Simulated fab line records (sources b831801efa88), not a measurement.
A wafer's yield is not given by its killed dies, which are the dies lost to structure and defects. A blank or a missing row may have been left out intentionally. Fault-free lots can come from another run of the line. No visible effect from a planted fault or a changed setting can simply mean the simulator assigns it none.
Which tool was responsible? -- flow sky130 -- Sampling: 12 lots, 36 wafers, 3 of 708 route steps

## WHAT THE GAUGES READ, wafer by wafer
SKY_CAP2M_THK_MEAS_01. Usual: CAP2M_CVD_00_THK typically reads 15.47 nm, with standard deviation 0.21.
lot,measured,on,CAP2M_CVD_00_THK (nm),flag
L249,day 40 23:15,film_metro-03,15.43 15.23 15.70,
L250,day 41 03:02,film_metro-03,15.25 15.74 15.54,
L251,day 41 13:24,film_metro-03,15.42 15.41 15.71,
L252,day 41 19:04,film_metro-04,15.53 15.85 15.78,
L254,day 42 19:02,film_metro-02,15.41 15.69 15.54,
L255,day 43 13:23,film_metro-03,15.31 15.32 15.60,
L256,day 43 14:53,film_metro-04,14.97 15.71 15.52,
L257,day 43 17:59,film_metro-02,15.33 15.30 15.67,
L259,day 44 00:57,film_metro-03,15.34 15.46 15.43,
L264,day 45 03:10,film_metro-03,15.52 15.47 15.69,
L266,day 45 10:14,film_metro-02,15.07 15.35 15.26,
L270,day 46 12:25,film_metro-03,15.09 15.13 15.38,

## TOOL THAT RAN EACH LOT (tool first, then ch and the chambers of the sampled wafers, then the start)
lot,SKY_METAL3_ETCH_16,SKY_METAL4_SPUTTER_00
L249,"rie_metal-04 ch 0,1, day 39 19:19","pvd_sputter-01, day 40 23:04"
L250,"rie_metal-01 ch 1, day 39 23:04","pvd_sputter-01, day 41 02:52"
L251,"rie_metal-01 ch 0, day 40 10:07","pvd_sputter-01, day 41 13:13"
L252,"rie_metal-04 ch 0,1, day 40 16:13","pvd_sputter-03, day 41 18:52"
L254,"rie_metal-01 ch 0,1, day 41 15:56","pvd_sputter-03, day 42 18:50"
L255,"rie_metal-02 ch 0,1, day 42 10:41","pvd_sputter-03, day 43 13:13"
L256,"rie_metal-04 ch 0,1, day 42 11:50","pvd_sputter-01, day 43 14:43"
L257,"rie_metal-02 ch 0,1, day 42 15:17","pvd_sputter-03, day 43 17:47"
L259,"rie_metal-02 ch 0,1, day 42 21:55","pvd_sputter-02, day 44 00:46"
L264,"rie_metal-01 ch 0,1, day 44 01:28","pvd_sputter-01, day 45 02:59"
L266,"rie_metal-01 ch 0,1, day 44 08:29","pvd_sputter-01, day 45 10:02"
L270,"rie_metal-02 ch 1, day 45 10:56","pvd_sputter-02, day 46 12:14"
- SKY_METAL3_ETCH_16: etches BARC in N2/H2, stops on SiO2, time 88.2 s, target depth 60 nm.
- SKY_METAL4_SPUTTER_00: material Ti, target thk 15 nm, time 10 s.

## WHAT THE TOOLS THEMSELVES READ (means of the sampled wafers that have a number; where no wafer has one, the mark that the record gives instead)
SKY_METAL3_ETCH_16. Usual: drypump_motor_current_A 5.8 A, standard deviation 0.39; oes_product_au 0.625 a.u., standard deviation 0.0046; throttle_valve_pct 13.205 %, standard deviation 0.0086.
lot,tool,drypump_motor_current_A (A),oes_product_au (a.u.),throttle_valve_pct (%),flag
L249,rie_metal-04,5.8,0.623,13.196,
L250,rie_metal-01,5.1,0.625,13.207,
L251,rie_metal-01,5.6,0.624,13.207,
L252,rie_metal-04,5.7,0.623,13.202,
L254,rie_metal-01,5.4,0.623,13.214,
L255,rie_metal-02,6.2,0.628,13.201,
L256,rie_metal-04,5.7,0.626,13.208,
L257,rie_metal-02,6.1,0.625,13.209,
L259,rie_metal-02,6.3,0.624,13.203,
L264,rie_metal-01,5.3,0.626,13.207,
L266,rie_metal-01,5.3,0.625,13.198,
L270,rie_metal-02,6.3,0.620,13.214,

SKY_METAL4_SPUTTER_00. Usual: throttle_valve_pct 30.1 %, standard deviation 0.66.
lot,tool,throttle_valve_pct (%),flag
L249,pvd_sputter-01,30.0,
L250,pvd_sputter-01,30.3,
L251,pvd_sputter-01,29.8,
L252,pvd_sputter-03,29.5,
L254,pvd_sputter-03,30.0,
L255,pvd_sputter-03,30.4,
L256,pvd_sputter-01,30.4,
L257,pvd_sputter-03,30.3,
L259,pvd_sputter-02,29.6,
L264,pvd_sputter-01,29.8,
L266,pvd_sputter-01,29.9,
L270,pvd_sputter-02,29.8,

## THE ANSWER, worked out from the rows above alone
Rule: a lot counts as off when the mean over its wafers that have a number is more than 3 standard deviations away from the usual mean. Also off: a lot with no number at a reading for which 4 or more lots have one. All remaining lots with rows at the step are treated as sound. Order of review: gauges by route order, followed by the tools' own readings, for which a lot's mean as printed above is used. At the first step where some lot is off, the reading lying furthest off is the one used; lots without a number count as furthest.
No lot is off at any reading shown: from this, nothing can be told.

## WHAT THE SIMULATOR PUT IN
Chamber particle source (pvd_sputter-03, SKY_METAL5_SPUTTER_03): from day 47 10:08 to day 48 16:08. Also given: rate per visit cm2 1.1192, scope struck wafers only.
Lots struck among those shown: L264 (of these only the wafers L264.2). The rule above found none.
